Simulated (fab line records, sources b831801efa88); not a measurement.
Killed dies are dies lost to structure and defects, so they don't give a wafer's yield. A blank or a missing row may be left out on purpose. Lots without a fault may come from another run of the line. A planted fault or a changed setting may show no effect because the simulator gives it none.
Which tool did it? | flow gf180mcu | 24 lots, 72 wafers sampled, at 5 steps of a route of 602

WHAT THE GAUGES READ, wafer by wafer
GF_M1_CD_MEAS_14: target cd 230 nm. Usual: cd_nm 230.3 nm, standard deviation 1.5.
lot  | measured     | on        | cd_nm (nm)        | flag
L074 | day 16 23:52 | cd_sem-02 | 230.4 231.9 231.3 |
L075 | day 17 11:55 | cd_sem-01 | 231.6 232.5 231.5 |
L076 | day 18 01:04 | cd_sem-01 | 231.4 230.4 232.1 |
L077 | day 18 04:30 | cd_sem-02 | 230.6 230.6 231.6 |
L078 | day 18 20:28 | cd_sem-01 | 231.9 230.5 230.8 |
L079 | day 19 07:31 | cd_sem-01 | 228.8 229.8 229.5 |
L080 | day 19 18:05 | cd_sem-01 | 228.7 228.1 228.5 |
L081 | day 19 22:56 | cd_sem-01 | 230.8 230.4 230.7 |
L082 | day 20 04:27 | cd_sem-02 | 232.8 232.6 231.7 |
L083 | day 20 15:56 | cd_sem-02 | 230.2 230.2 229.9 |
L084 | day 20 23:17 | cd_sem-02 | 230.4 231.0 230.2 |
L085 | day 21 04:12 | cd_sem-02 | 230.4 229.9 230.5 |
L086 | day 21 21:18 | cd_sem-02 | 229.0 229.4 229.6 |
L087 | day 22 01:48 | cd_sem-02 | 229.5 229.3 230.2 |
L088 | day 22 09:01 | cd_sem-02 | 232.2 231.3 230.9 |
L089 | day 22 15:44 | cd_sem-01 | 227.9 227.6 229.0 |
L090 | day 23 01:12 | cd_sem-01 | 228.3 227.8 229.0 |
L091 | day 23 06:55 | cd_sem-02 | 230.9 230.7 229.3 |
L092 | day 23 15:52 | cd_sem-01 | 230.6 230.5 230.5 |
L093 | day 23 23:37 | cd_sem-02 | 229.2 228.8 230.4 |
L094 | day 24 10:19 | cd_sem-02 | 227.2 227.6 226.2 |
L095 | day 24 13:38 | cd_sem-02 | 234.5 233.7 234.1 |
L096 | day 24 17:11 | cd_sem-01 | 229.6 229.6 229.1 |
L097 | day 25 05:53 | cd_sem-01 | 231.7 230.3 231.1 |

GF_V1_CD_MEAS_14: target cd 260 nm. Usual: cd_nm 259.5 nm, standard deviation 1.1.
lot  | measured     | on        | cd_nm (nm)        | flag
L074 | day 18 01:09 | cd_sem-02 | 259.8 258.3 259.3 |
L075 | day 18 11:24 | cd_sem-02 | 258.4 259.7 259.8 |
L076 | day 19 02:39 | cd_sem-01 | 259.1 259.7 259.6 |
L077 | day 19 05:39 | cd_sem-01 | 261.1 260.2 261.8 |
L078 | day 19 21:43 | cd_sem-02 | 257.7 258.1 257.7 |
L079 | day 20 09:20 | cd_sem-02 | 259.0 258.3 259.2 |
L080 | day 20 19:37 | cd_sem-02 | 260.2 260.4 260.0 |
L081 | day 21 01:05 | cd_sem-02 | 261.5 260.3 259.8 |
L082 | day 21 06:18 | cd_sem-02 | 260.9 260.7 259.9 |
L083 | day 21 17:59 | cd_sem-02 | 258.6 258.0 257.1 |
L084 | day 22 00:14 | cd_sem-01 | 260.1 260.0 260.0 |
L085 | day 22 05:17 | cd_sem-01 | 259.6 260.8 259.7 |
L086 | day 22 22:02 | cd_sem-01 | 259.9 260.0 259.1 |
L087 | day 23 02:45 | cd_sem-01 | 258.8 258.2 259.3 |
L088 | day 23 09:37 | cd_sem-01 | 258.2 258.4 258.6 |
L089 | day 23 16:28 | cd_sem-01 | 261.4 260.0 261.4 |
L090 | day 24 01:03 | cd_sem-01 | 260.3 260.6 260.0 |
L091 | day 24 06:51 | cd_sem-01 | 257.5 257.8 257.7 |
L092 | day 24 15:31 | cd_sem-02 | 260.0 258.3 260.1 |
L093 | day 24 23:03 | cd_sem-02 | 258.6 259.7 259.0 |
L094 | day 25 09:40 | cd_sem-01 | 259.3 258.8 259.1 |
L095 | day 25 13:00 | cd_sem-01 | 259.6 260.7 260.9 |
L096 | day 25 16:39 | cd_sem-01 | 260.0 259.5 261.7 |
L097 | day 26 04:31 | cd_sem-01 | 258.9 259.6 260.2 |

GF_V1_RS_MEAS_24: measures by four-point-probe. Usual: V1_W_RS 0.327 ohm/sq, standard deviation 0.0039.
lot  | measured     | on            | V1_W_RS (ohm/sq)  | flag
L074 | day 18 02:20 | film_metro-04 | 0.328 0.327 0.326 |
L075 | day 18 12:28 | film_metro-04 | 0.332 0.327 0.322 |
L076 | day 19 03:46 | film_metro-02 | 0.330 0.323 0.328 |
L077 | day 19 06:45 | film_metro-02 | 0.322 0.323 0.323 |
L078 | day 19 22:44 | film_metro-03 | 0.323 0.327 0.325 |
L079 | day 20 10:22 | film_metro-02 | 0.321 0.327 0.321 |
L080 | day 20 20:41 | film_metro-03 | 0.328 0.327 0.329 |
L081 | day 21 02:08 | film_metro-02 | 0.327 0.327 0.318 |
L082 | day 21 07:21 | film_metro-02 | 0.336 0.324 0.335 |
L083 | day 21 19:02 | film_metro-03 | 0.328 0.328 0.333 |
L084 | day 22 01:16 | film_metro-02 | 0.319 0.325 0.319 |
L085 | day 22 06:21 | film_metro-03 | 0.325 0.331 0.321 |
L086 | day 22 23:05 | film_metro-02 | 0.325 0.324 0.333 |
L087 | day 23 03:51 | film_metro-02 | 0.323 0.327 0.324 |
L088 | day 23 10:40 | film_metro-04 | 0.324 0.330 0.324 |
L089 | day 23 17:30 | film_metro-03 | 0.328 0.323 0.327 |
L090 | day 24 02:05 | film_metro-04 | 0.324 0.331 0.327 |
L091 | day 24 07:55 | film_metro-04 | 0.334 0.334 0.330 |
L092 | day 24 16:33 | film_metro-02 | 0.320 0.321 0.328 |
L093 | day 25 00:05 | film_metro-02 | 0.327 0.329 0.322 |
L094 | day 25 10:41 | film_metro-03 | 0.323 0.323 0.325 |
L095 | day 25 14:04 | film_metro-04 | 0.331 0.326 0.329 |
L096 | day 25 17:44 | film_metro-02 | 0.331 0.330 0.334 |
L097 | day 26 05:33 | film_metro-03 | 0.331 0.330 0.328 |

GF_V2_THK_MEAS_01. Usual: V2_CVD_00_THK 601 nm, standard deviation 8.4.
lot  | measured     | on            | V2_CVD_00_THK (nm) | flag
L074 | day 19 04:10 | film_metro-01 | 610 596 602        |
L075 | day 19 15:00 | film_metro-04 | 604 607 609        |
L076 | day 20 05:52 | film_metro-03 | 603 598 596        |
L077 | day 20 09:00 | film_metro-01 | 602 583 601        |
L078 | day 21 01:23 | film_metro-04 | 605 617 601        |
L079 | day 21 12:12 | film_metro-01 | 606 612 604        |
L080 | day 21 22:13 | film_metro-04 | 605 613 604        |
L081 | day 22 03:03 | film_metro-04 | 612 608 597        |
L082 | day 22 08:24 | film_metro-03 | 611 611 613        |
L083 | day 22 19:56 | film_metro-04 | 605 608 592        |
L084 | day 23 02:25 | film_metro-03 | 611 598 610        |
L085 | day 23 07:25 | film_metro-03 | 602 616 600        |
L086 | day 23 23:51 | film_metro-01 | 604 612 608        |
L087 | day 24 04:05 | film_metro-01 | 598 588 589        |
L088 | day 24 10:31 | film_metro-03 | 597 592 585        |
L089 | day 24 17:43 | film_metro-01 | 587 593 595        |
L090 | day 25 02:42 | film_metro-01 | 594 592 593        |
L091 | day 25 07:31 | film_metro-03 | 592 595 597        |
L092 | day 25 15:21 | film_metro-04 | 602 599 593        |
L093 | day 25 23:17 | film_metro-03 | 593 593 600        |
L094 | day 26 09:26 | film_metro-01 | 602 615 603        |
L095 | day 26 13:04 | film_metro-04 | 604 588 598        |
L096 | day 26 16:10 | film_metro-03 | 600 602 610        |
L097 | day 27 03:34 | film_metro-01 | 605 606 586        |

GF_V2_CD_MEAS_14: target cd 260 nm. Usual: cd_nm 259.7 nm, standard deviation 1.2.
lot  | measured     | on        | cd_nm (nm)        | flag
L074 | day 20 05:10 | cd_sem-02 | 258.3 258.3 257.6 |
L075 | day 20 15:33 | cd_sem-02 | 260.9 260.3 259.9 |
L076 | day 21 06:47 | cd_sem-02 | 259.7 259.4 259.1 |
L077 | day 21 10:20 | cd_sem-01 | 259.7 260.1 259.5 |
L078 | day 22 01:51 | cd_sem-01 | 262.2 262.4 261.3 |
L079 | day 22 12:16 | cd_sem-02 | 258.6 260.0 258.9 |
L080 | day 22 21:50 | cd_sem-02 | 259.6 258.0 259.2 |
L081 | day 23 03:20 | cd_sem-02 | 262.0 260.5 261.2 |
L082 | day 23 07:47 | cd_sem-01 | 259.4 259.6 258.5 |
L083 | day 23 19:47 | cd_sem-01 | 258.8 260.3 260.5 |
L084 | day 24 01:32 | cd_sem-02 | 259.5 258.8 257.7 |
L085 | day 24 06:18 | cd_sem-01 | 258.9 260.1 259.9 |
L086 | day 24 22:29 | cd_sem-02 | 257.6 258.6 257.5 |
L087 | day 25 02:41 | cd_sem-02 | 260.7 260.7 262.2 |
L088 | day 25 08:54 | cd_sem-02 | 260.4 261.2 260.2 |
L089 | day 25 16:20 | cd_sem-02 | 261.6 260.8 260.3 |
L090 | day 26 00:54 | cd_sem-02 | 259.1 259.5 259.1 |
L091 | day 26 05:28 | cd_sem-01 | 261.2 261.5 261.4 |
L092 | day 26 13:28 | cd_sem-01 | 259.6 260.4 260.0 |
L093 | day 26 20:58 | cd_sem-02 | 259.8 260.4 259.5 |
L094 | day 27 06:29 | cd_sem-01 | 258.0 259.3 259.3 |
L095 | day 27 10:29 | cd_sem-01 | 257.9 257.2 258.0 |
L096 | day 27 12:44 | cd_sem-02 | 258.5 258.1 257.0 |
L097 | day 28 00:14 | cd_sem-01 | 258.8 259.2 260.3 |

WHICH TOOL RAN EACH LOT (tool, then ch and the chambers of the sampled wafers, then the start)
The record holds no process step before these readings.

WHAT THE TOOLS THEMSELVES READ (means of the sampled wafers that have a number; where no wafer has one, the mark that the record gives instead)
The record holds no such reading with a usual standard deviation.

THE ANSWER, worked out from the rows above alone
Rule: a lot is off if the mean of its wafers that have a number lies more than 3 standard deviations from the usual mean. A lot without any number at a reading at which 4 lots or more have one is off too. The other lots that the step has rows for count as sound. The gauges are gone through in route order, then the tools' own readings, and for those a lot's mean is taken as printed above. The first step at which some lot is off is used, and at that step the reading that is off furthest; a lot without a number counts as furthest.
No lot is off at any reading shown: from this, nothing can be told.

WHAT THE SIMULATOR HAD PUT IN
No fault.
